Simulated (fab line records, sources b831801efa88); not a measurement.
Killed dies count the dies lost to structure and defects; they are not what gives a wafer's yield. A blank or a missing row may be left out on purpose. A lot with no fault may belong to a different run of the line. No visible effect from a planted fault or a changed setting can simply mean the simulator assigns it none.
The tool behind it: which one? / flow sky130 / 24 lots with 72 wafers sampled at 5 steps, on a route of 708 steps

WHAT THE GAUGES SHOWED, per wafer
SKY_POLY_CUT_OVL_MEAS_09. Usual: POLY_CUT_OVL gives -1 nm (standard deviation 5.7).
lot=L074; measured=day 24 08:00; on=overlay-02; POLY_CUT_OVL (nm)=-9 1 -2; flag=
lot=L075; measured=day 24 13:15; on=overlay-01; POLY_CUT_OVL (nm)=3 1 -7; flag=
lot=L076; measured=day 24 19:31; on=overlay-02; POLY_CUT_OVL (nm)=0 -2 3; flag=
lot=L077; measured=day 25 15:08; on=overlay-01; POLY_CUT_OVL (nm)=7 12 13; flag=
lot=L079; measured=day 25 17:04; on=overlay-01; POLY_CUT_OVL (nm)=9 -6 0; flag=
lot=L078; measured=day 25 23:29; on=overlay-01; POLY_CUT_OVL (nm)=1 2 2; flag=
lot=L080; measured=day 26 12:30; on=overlay-02; POLY_CUT_OVL (nm)=-5 -11 -3; flag=
lot=L081; measured=day 26 21:32; on=overlay-01; POLY_CUT_OVL (nm)=-1 6 -2; flag=
lot=L082; measured=day 28 01:45; on=overlay-02; POLY_CUT_OVL (nm)=2 -4 -1; flag=
lot=L083; measured=day 28 03:50; on=overlay-01; POLY_CUT_OVL (nm)=6 4 -3; flag=
lot=L085; measured=day 28 04:11; on=overlay-01; POLY_CUT_OVL (nm)=12 3 3; flag=
lot=L084; measured=day 28 09:01; on=overlay-01; POLY_CUT_OVL (nm)=-2 1 3; flag=
lot=L086; measured=day 28 20:49; on=overlay-02; POLY_CUT_OVL (nm)=-1 -8 0; flag=
lot=L087; measured=day 29 02:08; on=overlay-02; POLY_CUT_OVL (nm)=-7 -11 -12; flag=
lot=L088; measured=day 30 09:52; on=overlay-01; POLY_CUT_OVL (nm)=4 -5 9; flag=
lot=L090; measured=day 30 10:22; on=overlay-01; POLY_CUT_OVL (nm)=5 7 -2; flag=
lot=L089; measured=day 30 10:35; on=overlay-02; POLY_CUT_OVL (nm)=-8 4 9; flag=
lot=L091; measured=day 30 11:28; on=overlay-02; POLY_CUT_OVL (nm)=5 -3 2; flag=
lot=L092; measured=day 30 12:56; on=overlay-01; POLY_CUT_OVL (nm)=-5 -1 1; flag=
lot=L093; measured=day 31 11:16; on=overlay-01; POLY_CUT_OVL (nm)=1 -10 -8; flag=
lot=L094; measured=day 31 16:15; on=overlay-01; POLY_CUT_OVL (nm)=-5 -3 -4; flag=
lot=L095; measured=day 31 16:22; on=overlay-02; POLY_CUT_OVL (nm)=2 8 5; flag=
lot=L096; measured=day 31 20:40; on=overlay-01; POLY_CUT_OVL (nm)=-18 -10 -11; flag=
lot=L097; measured=day 31 21:14; on=overlay-01; POLY_CUT_OVL (nm)=-1 -11 -5; flag=

SKY_VIA2_BOW_MEAS_03. Usual: VIA2_BOW gives 84 um (standard deviation 7).
lot=L074; measured=day 35 07:58; on=film-metro-02; VIA2_BOW (um)=84 87 79; flag=
lot=L075; measured=day 35 09:13; on=film-metro-01; VIA2_BOW (um)=73 74 93; flag=
lot=L076; measured=day 36 03:38; on=film-metro-02; VIA2_BOW (um)=79 77 96; flag=
lot=L077; measured=day 36 06:39; on=film-metro-04; VIA2_BOW (um)=85 94 95; flag=
lot=L079; measured=day 36 07:39; on=film-metro-04; VIA2_BOW (um)=86 85 86; flag=
lot=L078; measured=day 36 12:07; on=film-metro-04; VIA2_BOW (um)=91 87 76; flag=
lot=L080; measured=day 37 12:14; on=film-metro-04; VIA2_BOW (um)=89 88 94; flag=
lot=L081; measured=day 37 17:28; on=film-metro-02; VIA2_BOW (um)=83 84 96; flag=
lot=L082; measured=day 37 23:47; on=film-metro-02; VIA2_BOW (um)=88 84 91; flag=
lot=L083; measured=day 37 23:58; on=film-metro-04; VIA2_BOW (um)=82 80 82; flag=
lot=L085; measured=day 38 01:01; on=film-metro-04; VIA2_BOW (um)=83 77 73; flag=
lot=L084; measured=day 38 11:41; on=film-metro-02; VIA2_BOW (um)=90 93 94; flag=
lot=L086; measured=day 39 02:54; on=film-metro-01; VIA2_BOW (um)=89 91 81; flag=
lot=L087; measured=day 39 11:26; on=film-metro-04; VIA2_BOW (um)=70 76 84; flag=
lot=L088; measured=day 40 00:58; on=film-metro-04; VIA2_BOW (um)=88 85 93; flag=
lot=L090; measured=day 40 04:33; on=film-metro-01; VIA2_BOW (um)=74 84 74; flag=
lot=L089; measured=day 40 06:50; on=film-metro-04; VIA2_BOW (um)=87 92 84; flag=
lot=L091; measured=day 40 10:27; on=film-metro-01; VIA2_BOW (um)=101 89 90; flag=
lot=L092; measured=day 40 12:37; on=film-metro-01; VIA2_BOW (um)=67 78 70; flag=
lot=L093; measured=day 41 13:41; on=film-metro-01; VIA2_BOW (um)=80 85 74; flag=
lot=L094; measured=day 41 17:11; on=film-metro-02; VIA2_BOW (um)=69 86 81; flag=
lot=L095; measured=day 41 16:59; on=film-metro-04; VIA2_BOW (um)=81 83 94; flag=
lot=L096; measured=day 41 21:58; on=film-metro-02; VIA2_BOW (um)=86 92 93; flag=
lot=L097; measured=day 42 00:10; on=film-metro-02; VIA2_BOW (um)=73 83 78; flag=

SKY_VIA2_CD_MEAS_12 targets a cd of 200 nm. Usual: cd-nm reads 200.4 nm (standard deviation 1.6).
lot=L074; measured=day 36 10:19; on=cd-sem-02; cd-nm (nm)=199.5 200.6 199.7; flag=
lot=L075; measured=day 36 11:52; on=cd-sem-02; cd-nm (nm)=199.2 198.1 198.4; flag=
lot=L076; measured=day 37 05:44; on=cd-sem-01; cd-nm (nm)=201.0 199.5 200.3; flag=
lot=L077; measured=day 37 08:28; on=cd-sem-01; cd-nm (nm)=200.9 201.8 201.9; flag=
lot=L079; measured=day 37 09:23; on=cd-sem-02; cd-nm (nm)=200.3 200.2 199.2; flag=
lot=L078; measured=day 37 14:35; on=cd-sem-02; cd-nm (nm)=197.0 197.6 198.0; flag=
lot=L080; measured=day 38 12:37; on=cd-sem-02; cd-nm (nm)=199.5 199.8 199.2; flag=
lot=L081; measured=day 38 18:55; on=cd-sem-02; cd-nm (nm)=201.0 202.1 201.8; flag=
lot=L082; measured=day 38 22:34; on=cd-sem-01; cd-nm (nm)=201.5 201.8 201.6; flag=
lot=L083; measured=day 38 23:01; on=cd-sem-02; cd-nm (nm)=201.3 201.9 202.1; flag=
lot=L085; measured=day 38 23:22; on=cd-sem-01; cd-nm (nm)=199.9 201.6 200.4; flag=
lot=L084; measured=day 39 12:50; on=cd-sem-01; cd-nm (nm)=198.9 200.7 199.0; flag=
lot=L086; measured=day 40 03:35; on=cd-sem-02; cd-nm (nm)=199.5 199.5 200.0; flag=
lot=L087; measured=day 40 11:46; on=cd-sem-02; cd-nm (nm)=200.8 200.0 201.0; flag=
lot=L088; measured=day 41 01:17; on=cd-sem-01; cd-nm (nm)=199.4 200.6 201.0; flag=
lot=L090; measured=day 41 05:13; on=cd-sem-01; cd-nm (nm)=201.2 201.3 201.4; flag=
lot=L089; measured=day 41 07:10; on=cd-sem-02; cd-nm (nm)=200.7 200.1 201.0; flag=
lot=L091; measured=day 41 11:08; on=cd-sem-01; cd-nm (nm)=200.1 199.2 198.8; flag=
lot=L092; measured=day 41 12:08; on=cd-sem-02; cd-nm (nm)=199.6 196.6 198.2; flag=
lot=L093; measured=day 42 13:28; on=cd-sem-01; cd-nm (nm)=205.0 202.9 203.8; flag=
lot=L094; measured=day 42 16:52; on=cd-sem-01; cd-nm (nm)=203.0 203.0 203.1; flag=
lot=L095; measured=day 42 16:13; on=cd-sem-02; cd-nm (nm)=199.8 198.9 201.6; flag=
lot=L096; measured=day 42 21:50; on=cd-sem-02; cd-nm (nm)=198.7 199.0 197.7; flag=
lot=L097; measured=day 42 23:23; on=cd-sem-02; cd-nm (nm)=202.2 200.1 202.3; flag=

SKY_CAPM_OVL_MEAS_12. Usual: CAPM_OVL gives 1.0 nm (standard deviation 1.3).
lot=L074; measured=day 37 14:52; on=overlay-01; CAPM_OVL (nm)=0.6 0.5 0.3; flag=
lot=L075; measured=day 37 15:47; on=overlay-01; CAPM_OVL (nm)=2.9 -0.5 0.1; flag=
lot=L076; measured=day 38 13:51; on=overlay-02; CAPM_OVL (nm)=-0.3 0.0 -1.6; flag=
lot=L077; measured=day 38 14:37; on=overlay-01; CAPM_OVL (nm)=1.0 -0.6 2.7; flag=
lot=L079; measured=day 38 15:32; on=overlay-02; CAPM_OVL (nm)=0.6 0.5 0.7; flag=
lot=L078; measured=day 38 17:35; on=overlay-02; CAPM_OVL (nm)=2.6 2.6 1.5; flag=
lot=L080; measured=day 39 14:34; on=overlay-02; CAPM_OVL (nm)=3.9 -0.5 0.3; flag=
lot=L081; measured=day 39 22:07; on=overlay-01; CAPM_OVL (nm)=3.7 1.8 0.3; flag=
lot=L082; measured=day 40 01:34; on=overlay-01; CAPM_OVL (nm)=1.3 4.0 1.3; flag=
lot=L083; measured=day 40 01:50; on=overlay-02; CAPM_OVL (nm)=2.0 0.9 3.3; flag=
lot=L085; measured=day 40 02:08; on=overlay-01; CAPM_OVL (nm)=0.3 2.3 1.4; flag=
lot=L084; measured=day 40 15:14; on=overlay-01; CAPM_OVL (nm)=-0.8 -0.2 -0.2; flag=
lot=L086; measured=day 41 06:06; on=overlay-02; CAPM_OVL (nm)=-0.1 0.9 1.1; flag=
lot=L087; measured=day 41 13:34; on=overlay-02; CAPM_OVL (nm)=2.9 -0.5 2.7; flag=
lot=L088; measured=day 42 02:29; on=overlay-01; CAPM_OVL (nm)=0.5 -1.2 -0.2; flag=
lot=L090; measured=day 42 06:49; on=overlay-02; CAPM_OVL (nm)=-0.6 1.7 -0.4; flag=
lot=L089; measured=day 42 08:05; on=overlay-01; CAPM_OVL (nm)=0.8 1.9 -0.5; flag=
lot=L091; measured=day 42 12:32; on=overlay-02; CAPM_OVL (nm)=3.2 2.3 3.4; flag=
lot=L092; measured=day 42 14:44; on=overlay-01; CAPM_OVL (nm)=1.7 -1.8 0.4; flag=
lot=L093; measured=day 43 14:22; on=overlay-02; CAPM_OVL (nm)=2.7 1.5 2.1; flag=
lot=L094; measured=day 43 18:20; on=overlay-01; CAPM_OVL (nm)=1.9 1.2 1.1; flag=
lot=L095; measured=day 43 16:19; on=overlay-02; CAPM_OVL (nm)=-0.5 1.6 0.2; flag=
lot=L096; measured=day 43 23:02; on=overlay-01; CAPM_OVL (nm)=1.5 1.2 0.8; flag=
lot=L097; measured=day 44 00:17; on=overlay-02; CAPM_OVL (nm)=3.7 3.7 2.7; flag=

SKY_CAP2M_OVL_MEAS_12. Usual: CAP2M_OVL gives 0.1 nm (standard deviation 1.2).
lot=L074; measured=day 40 22:34; on=overlay-01; CAP2M_OVL (nm)=0.3 0.6 1.2; flag=
lot=L075; measured=day 40 22:53; on=overlay-01; CAP2M_OVL (nm)=0.0 -2.3 -1.2; flag=
lot=L076; measured=day 41 17:44; on=overlay-01; CAP2M_OVL (nm)=0.7 1.6 2.0; flag=
lot=L077; measured=day 41 20:31; on=overlay-01; CAP2M_OVL (nm)=1.8 0.4 -0.4; flag=
lot=L079; measured=day 41 20:59; on=overlay-01; CAP2M_OVL (nm)=0.5 0.6 1.6; flag=
lot=L078; measured=day 41 22:41; on=overlay-01; CAP2M_OVL (nm)=0.0 -1.8 -1.7; flag=
lot=L080; measured=day 42 17:46; on=overlay-01; CAP2M_OVL (nm)=0.7 -1.3 -0.4; flag=
lot=L081; measured=day 43 01:40; on=overlay-02; CAP2M_OVL (nm)=1.2 -0.5 -0.5; flag=
lot=L082; measured=day 43 05:10; on=overlay-02; CAP2M_OVL (nm)=1.7 -0.4 0.1; flag=
lot=L083; measured=day 43 04:04; on=overlay-01; CAP2M_OVL (nm)=0.1 -0.9 1.2; flag=
lot=L085; measured=day 43 04:16; on=overlay-02; CAP2M_OVL (nm)=0.7 -1.3 -0.2; flag=
lot=L084; measured=day 43 17:26; on=overlay-01; CAP2M_OVL (nm)=0.5 0.1 -0.1; flag=
lot=L086; measured=day 44 08:20; on=overlay-02; CAP2M_OVL (nm)=1.0 0.4 0.7; flag=
lot=L087; measured=day 44 15:49; on=overlay-01; CAP2M_OVL (nm)=0.4 0.2 1.0; flag=
lot=L088; measured=day 45 02:05; on=overlay-02; CAP2M_OVL (nm)=-0.9 2.2 -0.6; flag=
lot=L090; measured=day 45 05:37; on=overlay-02; CAP2M_OVL (nm)=0.1 1.5 1.0; flag=
lot=L089; measured=day 45 06:53; on=overlay-01; CAP2M_OVL (nm)=-0.1 1.8 0.6; flag=
lot=L091; measured=day 45 12:29; on=overlay-01; CAP2M_OVL (nm)=-2.9 -0.4 -1.2; flag=
lot=L092; measured=day 45 14:20; on=overlay-01; CAP2M_OVL (nm)=2.3 1.0 1.5; flag=
lot=L093; measured=day 46 11:13; on=overlay-02; CAP2M_OVL (nm)=-0.2 0.8 -1.1; flag=
lot=L094; measured=day 46 16:04; on=overlay-02; CAP2M_OVL (nm)=-1.0 -1.0 1.2; flag=
lot=L095; measured=day 46 13:04; on=overlay-01; CAP2M_OVL (nm)=1.1 2.1 1.8; flag=
lot=L096; measured=day 46 19:41; on=overlay-02; CAP2M_OVL (nm)=-0.3 -0.4 -1.0; flag=
lot=L097; measured=day 46 21:44; on=overlay-01; CAP2M_OVL (nm)=-2.0 -0.1 -2.6; flag=

TOOL THAT RAN EACH LOT (tool first, then ch and the chambers of the sampled wafers, then the start)
The record holds no process step before these readings.

AS READ BY THE TOOLS THEMSELVES (means over the sampled wafers that have a number; for cases with no such wafer, the mark the record gives instead)
The record holds no such reading with a usual standard deviation.

THE ANSWER, worked out from the rows above alone
Rule: a lot counts as off when the mean over its wafers that have a number is more than 3 standard deviations away from the usual mean. Also off: a lot with no number at a reading for which 4 or more lots have one. Where the step has rows for the other lots, those lots are counted as sound. First the gauges in route order, then the tools' own readings, where a lot's mean is used as printed above. At the first step where some lot is off, the reading lying furthest off is the one used; lots without a number count as furthest.
None of the lots is off at any reading shown; this tells nothing.

WHAT THE SIMULATOR HAD PUT IN
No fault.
